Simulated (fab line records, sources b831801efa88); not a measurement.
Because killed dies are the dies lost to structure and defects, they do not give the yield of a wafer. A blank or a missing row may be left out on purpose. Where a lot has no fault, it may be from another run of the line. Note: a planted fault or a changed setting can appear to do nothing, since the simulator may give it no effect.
A struck lot beside a sound one ; flow sky130 ; 20 steps out of a route of 708
Sound: the wafers L116.2, L116.4, L116.6. Struck: wafer L124.3; the same lot's L124.1 was not struck, so it is left out; see the end for the cause.
Order at every step that has rows: each side's tool, ch and its chambers, its first start. Under that, the readings that differ: sound wafers ; struck wafers ; difference of the means ; sigmas: that difference in standard deviations of wafers without a fault.
alike: words and numbers the same on both sides, and readings whose means are apart by under 2 such deviations; not compared: readings that were withheld, readings missing a value for some wafer, numbers with overlapping values and no deviation given by the record, and bounds like >300 which may hide the same value.
The two part at a step that has a row with sigmas, a row that says differs or no value, or rows on one side only. Numbers that don't overlap but have no deviation are shown without sigmas and don't part them. Lack of a reading on every wafer of one side parts them only where that side has two or more wafers.

first, 1 step without rows for these wafers: SKY_FIELD_ISO_DEVELOP_12 (develop time 60 s).
SKY_FIELD_ISO_CD_MEAS_13 targets a cd of 150 nm.
  sound on cd-sem-02, day 2 19:31; struck on cd-sem-01, day 4 16:02
  alike: cd-nm
SKY_FIELD_ISO_ETCH_14: etches BARC in N2/H2, stops on SiO2, time 45.9 s, target depth 60 nm.
  sound on rie-diel-02 ch 1,2,3, day 2 19:37; struck on rie-diel-02 ch 3, day 4 16:10
  alike: drypump-motor-current-A, oes-product-au, throttle-valve-pct
  not compared: rf-hours-counter-h
SKY_FIELD_ISO_ETCH_15: etches the open film in CHF3/O2, stops on Si, target depth 180 nm, time 72 s.
  sound on rie-diel-02 ch 1,2,3, day 2 19:40; struck on rie-diel-02 ch 3, day 4 16:13
  alike: drypump-motor-current-A, oes-product-au, throttle-valve-pct
  not compared: rf-hours-counter-h
SKY_FIELD_ISO_STRIP_16: strips in O2/N2.
  sound on plasma-asher-01 ch 0, day 2 19:43; struck on plasma-asher-01 ch 1, day 4 16:16
  alike: drypump-motor-current-A, oes-product-au, strip-time-to-endpoint-s
  not compared: rf-hours-counter-h
SKY_FIELD_ISO_ETCH_17: etches Si in HBr/Cl2/O2, target depth 342 nm, time 97.7 s.
  sound on rie-si-01 ch 0,1,2, day 2 19:49; struck on rie-si-02 ch 0, day 4 16:22
reading;sound;struck;difference;sigmas
throttle-valve-pct (%);25.655 25.638 25.651;25.672;+0.024;+2
  alike: drypump-motor-current-A, oes-product-au
  not compared: rf-hours-counter-h
then, 5 steps without rows for these wafers: SKY_FIELD_ISO_WET_ETCH_18 (etches Si3N4 in H3PO4, target depth 25 nm, time 286 s); SKY_FIELD_ISO_CLEAN_19 (cleans in SC1/SC2, time 150 s); SKY_FIELD_ISO_CLEAN_20 (cleans in dHF, time 20 s); SKY_FIELD_ISO_WET_ETCH_21 (etches SiO2 in dHF, target depth 20 nm, time 400 s); SKY_FIELD_ISO_OXIDATION_22 (stabilise 600 s, purge 300 s, target thk 10 nm).
SKY_FIELD_ISO_THK_MEAS_23:
  sound on film-metro-03, day 2 21:22; struck on film-metro-03, day 4 18:10
  alike: FIELD_ISO_OXIDATION_01_THK
SKY_FIELD_ISO_CVD_24: deposits SiO2, target thk 595 nm, time 99.2 s.
  sound on hdpcvd-02 ch 0,1, day 2 21:25; struck on hdpcvd-01 ch 1, day 4 18:13
reading;sound;struck;difference;sigmas
model.SiO2_of_FIELD_ISO_CVD_24.thk-nm (nm);579.5 589.6 582.8;318.2;-265.8;
SKY_FIELD_ISO_THK_MEAS_25:
  sound on film-metro-01, day 2 21:29; struck on film-metro-01, day 4 18:31
reading;sound;struck;difference;sigmas
FIELD_ISO_CVD_24_THK (nm);580 589 583;319;-265;-38
  not compared: hold
SKY_FIELD_ISO_CMP_27: polishes, stops on Si3N4, t overpolish 16 s, target thk 457.8 nm.
  sound on cmp-01 ch 0,1,3, day 3 00:07; struck on cmp-02 ch 2, day 5 01:03
reading;sound;struck;difference;sigmas
time-to-endpoint-s (s);109 106 107;63;-44;-9
  alike: motor-current-A
then, 2 steps without rows for these wafers: SKY_FIELD_ISO_WET_ETCH_28 (etches SiO2 in dHF, target depth 23.7 nm, time 47 s); SKY_FIELD_ISO_WET_ETCH_29 (etches Si3N4 in H3PO4, target depth 160 nm, time 1825 s).
SKY_FIELD_ISO_WET_ETCH_30: etches SiO2 in dHF, target depth 25 nm, time 50 s.
  sound on wet-bench-01 ch 1, day 3 00:54; struck on wet-bench-02 ch 0, day 5 01:53
reading;sound;struck;difference;sigmas
model.SiO2_of_FIELD_ISO_CVD_24.thk-nm (nm);404.4 403.2 403.6;265.9;-137.8;
then, 1 step without rows for these wafers: SKY_NWELL_CLEAN_00 (cleans in SC1/SC2, time 150 s).
-- the record jumps here: 44 days lie between the struck wafers' starts before and after (it left off in module NWELL and takes up again in module PAD_OPEN, whose first step shown is number 708 of the route) --
SKY_PAD_OPEN_PROBE_99:
  sound on prober-01, day 46 04:22; struck on prober-01, day 48 14:40
reading;sound;struck;difference;sigmas
hold;- - -;await-dispo/1.1h/scrap;no value on the sound wafers;
killed-at-front-end;15 9 18;418;+404;+99
killed-dies;86 83 89;492;+406;+47
killed-on-rim;19 14 15;96;+80;+20
  alike: killed_at_M0_to_M3, killed_at_M4_up, killed-at-contacts, killed-at-other, killed-open, killed-short

## WHERE THEY PART
At SKY_FIELD_ISO_ETCH_17 first; at SKY_PAD_OPEN_PROBE_99 last (within this record only).

WHY: whatever the simulator had introduced
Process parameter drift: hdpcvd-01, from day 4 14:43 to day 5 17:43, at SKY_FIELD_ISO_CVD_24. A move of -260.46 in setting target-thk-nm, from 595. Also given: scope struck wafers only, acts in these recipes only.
